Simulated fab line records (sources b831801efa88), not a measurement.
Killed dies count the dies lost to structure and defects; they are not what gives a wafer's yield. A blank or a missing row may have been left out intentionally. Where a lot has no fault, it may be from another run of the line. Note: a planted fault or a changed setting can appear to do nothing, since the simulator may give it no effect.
Chamber matching    flow sky130    SKY_CONTACT_CMP_04 on cmp-02: 4 sister chambers
The step polishes SiO2. 18 wafers are shown with their chamber, then 9 later ones without.

WAFERS WITH THEIR CHAMBER
wafer   chamber  motorCurrentA (A)  timeToEndpointS (s)  retainingRingPressureFrac
L074.3  2        12.6               90                   1.005
L074.5  0        11.4               87                   0.996
L074.6  3        12.6               85                   1.001
L076.1  3        13.4               85                   0.999
L076.2  0        12.5               83                   0.994
L076.6  2        13.0               80                   1.002
L078.3  0        11.6               88                   1.001
L078.5  0        12.5               85                   0.997
L078.6  1        11.1               95                   1.001
L079.2  0        12.6               86                   1.008
L079.3  3        12.7               79                   1.006
L079.5  3        12.2               83                   1.005
L081.1  1        11.7               86                   1.007
L081.4  2        13.4               82                   1.002
L081.6  2        12.9               84                   1.008
L082.2  1        11.4               88                   1.002
L082.3  2        13.2               81                   0.994
L082.6  2        13.3               87                   0.999

SIGNATURES, as means of the wafers listed above
reading                    chamber 0  chamber 1  chamber 2  chamber 3  scatter within a chamber
motorCurrentA              12.120     11.400     13.067     12.725     0.437
timeToEndpointS            85.80      89.67      84.00      83.00      3.35
retainingRingPressureFrac  0.99920    1.00333    1.00167    1.00275    0.00458
Rule: distance of a wafer from a chamber = root of the sum over the readings of ((wafer's reading minus chamber's mean) / reading's scatter) squared. The wafer belongs to the nearest chamber; if the next one is less than 2 further off, it can't be placed. The scatter: the root of (the sum of the squares of (reading less its chamber's mean) over the shown wafers, divided by (wafers less chambers)).

WAFERS WITHOUT THEIR CHAMBER
wafer   motorCurrentA (A)  timeToEndpointS (s)  retainingRingPressureFrac
L085.2  12.6               86                   0.990
L085.3  13.1               87                   0.994
L085.6  11.7               92                   0.998
L091.1  12.2               80                   1.005
L091.2  12.7               75                   0.998
L091.4  11.4               81                   0.999
L094.3  13.2               90                   1.001
L094.4  12.2               90                   1.000
L094.5  12.5               89                   1.008

CHAMBER TAKEN BY EACH
wafer   from the rows above                in truth
L085.2  can't be placed: 0 or 2 or 3 or 1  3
L085.3  can't be placed: 2 or 3 or 0       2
L085.6  can't be placed: 1 or 0            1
L091.1  can't be placed: 3 or 0 or 2 or 1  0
L091.2  can't be placed: 3 or 2 or 0       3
L091.4  can't be placed: 0 or 1 or 3 or 2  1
L094.3  can't be placed: 2 or 3 or 0       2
L094.4  can't be placed: 0 or 1 or 3 or 2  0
L094.5  can't be placed: 3 or 0 or 2 or 1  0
Placed correctly: 0 of 9. Unplaceable from these rows: 9, with the true chamber sitting among the candidates in 9. Number placed wrongly: 0.
